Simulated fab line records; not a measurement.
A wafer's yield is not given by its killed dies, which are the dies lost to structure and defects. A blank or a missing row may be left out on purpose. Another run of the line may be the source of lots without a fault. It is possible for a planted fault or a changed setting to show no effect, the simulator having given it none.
fab line records	flow sky130
[record] lots = 10	wafers = 29	lastDay = 50
route steps=708 shown FIELD_ISO@26 PWDE@52 VT_ADJUST_NCORE@123 VT_ADJUST_PCH@152
lots that met no fault: taken from a fault-free run of the same line
startH: hours from the record's opening day to when the first of the lot's shown wafers began	waitH: hours since the lot's step before	" identical to the entry in the row above	L1.1+2: one row covering several wafers at once	- value missing, or start not given	* or withheld: withheld	< > ~ a bound
route shown NAME@n: a module of which the file shows steps, and the number in the route of the first	usual: average and standard deviation across the fault-free wafers	same: alike in all rows	chamber/n: place in a boat	sites: per-site readings	_std_site: how widely they spread, as a standard deviation	_edge_site: outer sites' mean less inner sites'	radiusMm: how far each site lies from the wafer's centre	mask NAME#n: copy n	behind: tool/chamber where the wafer was last shaped	hold: the reason the lot was held/the length of the hold in hours/how it ended	device: transistor that didn't switch, given as n, p or np	end of line: tests of these same wafers at the route's end	a step without rows: its recipe alone	killed: not the wafer's yield, but the dies lost to structure and defects at the first sort	map: shows each die of a wafer: x if killed, . if not, _ if none is there
set.NAME: the run value of the setting; set.NAME@STEP: its run value at that earlier step	model.NAME: the simulator's own value behind a step, which no gauge read
steps of the route over a sample of lots; a table a step, a row a wafer
services: from which hour (startH, from the record's first day; less than 0 if before it) a tool's chamber was out of use, for how many hours, and why
[[steps]]
[step SKY_FIELD_ISO_THK_MEAS_25]
[recipe] reads = SiO2_of_FIELD_ISO_CVD_24
[usual] FIELD_ISO_CVD_24_THK = 591/6.6
lot.wafer	tool	chamber	startH	waitH	FIELD_ISO_CVD_24_THK[nm]
L899.2	filmMetro-02	-	34.34	0.0	592
L899.3	"	-	"	"	585
L899.6	"	-	"	"	578
L901.1	filmMetro-02	-	42.98	0.0	594
L901.2	"	-	"	"	597
L901.4	"	-	"	"	593
L900.3	filmMetro-01	-	43.00	0.1	599
L900.5	"	-	"	"	596
L900.6	"	-	"	"	584
L902.2	filmMetro-01	-	48.23	0.0	588
L902.5	"	-	"	"	583
L902.6	"	-	"	"	590
L907.4	filmMetro-02	-	75.05	0.0	589
L907.5	"	-	"	"	594
L914.1	filmMetro-01	-	109.63	0.0	591
L914.2	"	-	"	"	586
L914.6	"	-	"	"	587
L915.1	filmMetro-01	-	115.88	0.0	588
L915.2	"	-	"	"	586
L915.3	"	-	"	"	581
L916.1	filmMetro-02	-	118.56	0.0	586
L916.2	"	-	"	"	585
L916.4	"	-	"	"	584
L920.2	filmMetro-01	-	140.86	0.0	594
L920.4	"	-	"	"	601
L920.6	"	-	"	"	596
L922.2	filmMetro-04	-	150.80	0.0	592
L922.3	"	-	"	"	601
L922.4	"	-	"	"	593
[step SKY_PWDE_OVL_MEAS_07]
[usual] PWDE_OVL = 1.5/1.3
lot.wafer	tool	chamber	startH	waitH	PWDE_OVL[nm]
L899.2	overlay-01	-	74.52	-	2.4
L899.3	"	-	"	"	2.1
L899.6	"	-	"	"	2.3
L900.3	overlay-02	-	84.92	-	3.0
L900.5	"	-	"	"	2.7
L900.6	"	-	"	"	3.6
L901.1	overlay-02	-	85.08	-	1.0
L901.2	"	-	"	"	0.5
L901.4	"	-	"	"	2.5
L902.2	overlay-01	-	85.27	-	1.6
L902.5	"	-	"	"	0.9
L902.6	"	-	"	"	2.6
L907.4	overlay-01	-	114.03	-	1.3
L907.5	"	-	"	"	3.2
L914.1	overlay-02	-	153.96	-	1.7
L914.2	"	-	"	"	2.1
L914.6	"	-	"	"	3.1
L915.1	overlay-02	-	160.16	-	0.2
L915.2	"	-	"	"	-1.7
L915.3	"	-	"	"	-0.8
L916.1	overlay-01	-	163.61	-	0.8
L916.2	"	-	"	"	1.8
L916.4	"	-	"	"	1.1
L920.2	overlay-01	-	187.27	-	2.9
L920.4	"	-	"	"	4.4
L920.6	"	-	"	"	2.5
L922.2	overlay-01	-	197.44	-	1.5
L922.3	"	-	"	"	1.4
L922.4	"	-	"	"	1.3
[step SKY_VT_ADJUST_NCORE_EXPOSE_04]
[recipe] maskId = LVTN_COMPLEMENT_THIN	na = 0.6	sourceShape = conventional	sigmaOuter = 0.6	polarization = unpolarized	targetCdNm = 380	doseMj = 139
[same] na = 0.6
lot.wafer	tool	chamber	startH	waitH	mask
L899.2+3+6	ilineStepper-01	0	179.41	-	LVTN_COMPLEMENT_THIN#0
L900.3+5+6	ilineStepper-01	0	192.35	-	LVTN_COMPLEMENT_THIN#0
L901.1+2+4	ilineStepper-01	0	193.58	-	LVTN_COMPLEMENT_THIN#0
L902.2+5+6	ilineStepper-02	0	194.11	-	LVTN_COMPLEMENT_THIN#0
L907.4+5	ilineStepper-02	0	229.74	-	LVTN_COMPLEMENT_THIN#0
L914.1+2+6	ilineStepper-01	0	276.20	-	LVTN_COMPLEMENT_THIN#0
L915.1+2+3	ilineStepper-01	0	283.63	-	LVTN_COMPLEMENT_THIN#0
L916.1+2+4	ilineStepper-01	0	286.81	-	LVTN_COMPLEMENT_THIN#0
L920.2+4+6	ilineStepper-01	0	316.87	-	LVTN_COMPLEMENT_THIN#0
L922.2+3+4	ilineStepper-01	0	329.41	-	LVTN_COMPLEMENT_THIN#0
[step SKY_VT_ADJUST_NCORE_CD_MEAS_07]
[recipe] targetCdNm = 380
[usual] cdNm = 379.4/2.9
lot.wafer	tool	chamber	startH	waitH	cdNm
L899.2	cdSem-01	-	189.30	0.1	383.4
L899.3	"	-	"	"	382.8
L899.6	"	-	"	"	385.1
L900.3	cdSem-01	-	202.97	0.1	372.8
L900.5	"	-	"	"	376.1
L900.6	"	-	"	"	373.9
L901.1	cdSem-02	-	204.13	0.1	381.8
L901.2	"	-	"	"	382.7
L901.4	"	-	"	"	379.2
L902.2	cdSem-02	-	204.83	0.1	376.8
L902.5	"	-	"	"	376.2
L902.6	"	-	"	"	375.0
L907.4	cdSem-02	-	239.92	0.1	359.3
L907.5	"	-	"	"	358.7
L914.1	cdSem-02	-	287.53	0.1	381.0
L914.2	"	-	"	"	381.3
L914.6	"	-	"	"	382.0
L915.1	cdSem-01	-	295.98	0.1	380.9
L915.2	"	-	"	"	379.5
L915.3	"	-	"	"	381.1
L916.1	cdSem-02	-	299.76	0.1	382.4
L916.2	"	-	"	"	382.0
L916.4	"	-	"	"	383.0
L920.2	cdSem-01	-	329.80	0.1	376.6
L920.4	"	-	"	"	378.3
L920.6	"	-	"	"	378.3
L922.2	cdSem-02	-	342.03	0.1	374.0
L922.3	"	-	"	"	374.2
L922.4	"	-	"	"	376.2
[step SKY_VT_ADJUST_PCH_STRIP_09]
[recipe] chemistry = O2/N2	powerW = 1400	pressureMtorr = 1500	platenTempC = withheld	o2FlowSccm = 3000	n2FlowSccm = 300	overashFraction = 0.5
[usual] chamberPressureMTorr = 1500.1/1.4	drypumpMotorCurrentA = 5.8/0.32	oesProductAu = 0.722/0.0042	stripTimeToEndpointS = 36.98/0.1
lot.wafer	tool	chamber	startH	waitH	chamberPressureMTorr	drypumpMotorCurrentA	oesProductAu	rfHoursCounterH	stripTimeToEndpointS
L899.2	plasmaAsher-03	0	233.15	0.1	1497.7	5.7	0.713	11	36.80
L899.3	"	1	"	"	1501.6	5.8	0.724	-	36.86
L899.6	"	0	"	"	1502.3	5.7	0.721	-	36.82
L900.3	plasmaAsher-01	1	248.03	0.1	1501.1	5.4	0.718	-	36.94
L900.5	"	0	"	"	1502.3	5.5	0.718	-	36.95
L900.6	"	1	"	"	1499.7	5.4	0.729	-	36.80
L901.1	plasmaAsher-01	0	249.57	0.1	1499.6	5.5	0.715	56	36.89
L901.2	"	1	"	"	1499.3	5.4	0.717	56	36.93
L901.4	"	0	"	"	1499.8	5.5	0.716	-	36.99
L902.2	plasmaAsher-03	1	249.92	0.1	1499.8	5.9	0.728	13	36.94
L902.5	"	0	"	"	1500.2	5.7	0.722	-	36.98
L902.6	"	1	"	"	1500.1	5.8	0.717	-	37.02
L907.4	plasmaAsher-04	1	288.10	0.1	1499.8	6.3	0.721	-	37.00
L907.5	"	1	"	"	1501.9	6.3	0.730	-	36.94
L914.1	plasmaAsher-01	0	340.03	0.1	1499.4	5.5	0.721	65	36.84
L914.2	"	1	"	"	1497.5	5.4	0.715	65	36.97
L914.6	"	1	"	"	1499.7	5.4	0.716	-	36.93
L915.1	plasmaAsher-01	0	348.45	0.1	1499.4	5.5	0.719	66	37.05
L915.2	"	1	"	"	1500.3	5.4	0.722	66	37.15
L915.3	"	0	"	"	1500.1	5.4	0.723	-	37.16
L916.1	plasmaAsher-04	1	352.17	0.1	1499.8	6.4	0.714	52	37.02
L916.2	"	0	"	"	1501.8	5.7	0.722	52	36.91
L916.4	"	0	"	"	1500.4	5.8	0.727	-	36.99
L920.2	plasmaAsher-04	1	384.73	0.1	1499.0	6.3	0.720	55	36.93
L920.4	"	0	"	"	1499.0	5.8	0.726	-	36.99
L920.6	"	0	"	"	1500.3	5.8	0.719	-	36.92
L922.2	plasmaAsher-04	0	397.92	0.1	1500.5	5.7	0.726	56	36.91
L922.3	"	0	"	"	1501.8	5.7	0.723	-	37.04
L922.4	"	1	"	"	1499.8	6.4	0.724	-	36.91
[[services]]
tool	chamber	startH	hours	kind
plasmaAsher-04	-	157.77	5.4	repair
ilineStepper-02	-	189.47	4.4	pm
ilineStepper-01	-	195.85	1.7	pm
plasmaAsher-04	-	199.23	2.8	pm
ilineStepper-02	0	203.99	-	calibration
ilineStepper-01	0	208.90	-	calibration
ilineStepper-02	-	211.31	1.7	pm
plasmaAsher-04	-	222.98	4.3	repair
plasmaAsher-01	-	262.83	2.8	pm
plasmaAsher-03	-	274.08	5.1	repair
plasmaAsher-03	-	276.39	3.1	repair
ilineStepper-01	-	297.69	2.1	pm
ilineStepper-01	-	299.78	-	consumableReplace:lamp
ilineStepper-01	-	303.44	2.0	repair
[[key]]
[firstSign] step = SKY_VT_ADJUST_NCORE_CD_MEAS_07	reading = cdNm	direction = down	sigmas = 7	usual = 379.4	struck = 359.0
effect none on later readings
metAt SKY_VT_ADJUST_NCORE_EXPOSE_04
struckLots L907
struckWafers L907.4,L907.5
testerLeftOut L907
notActingAt SKY_FIELD_ISO_THK_MEAS_25,SKY_PWDE_OVL_MEAS_07,SKY_VT_ADJUST_PCH_STRIP_09
onsetBetween 194.11 229.74
[fault] kind = processParameterDrift	tool = ilineStepper-02	chamber = -	onsetH = 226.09	steps = SKY_VT_ADJUST_NCORE_EXPOSE_04	channel = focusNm	offset = 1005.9	shape = step	endH = 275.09	scope = struckWafersOnly
// testerLeftOut: of these lots the tester's yield and bins aren't shown, on N5 and GAA mostly nor the transistor test; their killed dies are dies lost to structure and defects alone, not to doping, threshold or leakage, so they don't give the yield
